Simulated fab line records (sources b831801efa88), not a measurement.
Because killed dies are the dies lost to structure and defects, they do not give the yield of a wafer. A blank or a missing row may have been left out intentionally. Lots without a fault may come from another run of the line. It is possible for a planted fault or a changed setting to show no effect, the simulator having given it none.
Which tool is to blame? -- flow sky130 -- 32 wafers sampled from 11 lots at 1 step of a route of 708

## WHAT THE GAUGES READ, wafer by wafer
SKY_VIA2_OVL_MEAS_13.
lot,measured,on,VIA2_OVL (nm)
L742,day 37 23:13,overlay-02,5 6 -7
L740,day 38 03:55,overlay-01,-1 -7 1
L738,day 38 04:55,overlay-01,-8 0 -6
L741,day 38 07:31,overlay-01,0 -1 -4
L743,day 38 17:10,overlay-01,-4 -8 -7
L750,day 40 09:43,overlay-01,0 -1 -1
L752,day 40 17:20,overlay-01,7 -8 -1
L753,day 41 02:28,overlay-01,2 -10 -1
L754,day 41 16:04,overlay-02,-6 2 2
L756,day 41 23:35,overlay-01,0 0
L760,day 43 00:34,overlay-02,1 5 7

## EACH LOT AND THE TOOL THAT RAN IT (in order: tool; ch and the chambers of the sampled wafers; start)
The record shows no process step preceding these readings.

## THE ANSWER, worked out from the rows above alone
Rule: the usual values come from the lots themselves. Put in order of their means at a reading, lots are off if they are a third of the lots or fewer, leave a main group of 4 or more, and stand apart from it by a gap of 3 or more times the standard deviation of the main group's means; of several such gaps the widest counts. The tables above print the reading to a certain number of digits; a main group whose means all agree to those digits is not used. Also off: a lot with no number at a reading for which 4 or more lots have one. The other lots that the step has rows for count as sound.
No lot is off at any reading shown: from this, nothing can be told.

## WHAT THE SIMULATOR HAD PUT IN
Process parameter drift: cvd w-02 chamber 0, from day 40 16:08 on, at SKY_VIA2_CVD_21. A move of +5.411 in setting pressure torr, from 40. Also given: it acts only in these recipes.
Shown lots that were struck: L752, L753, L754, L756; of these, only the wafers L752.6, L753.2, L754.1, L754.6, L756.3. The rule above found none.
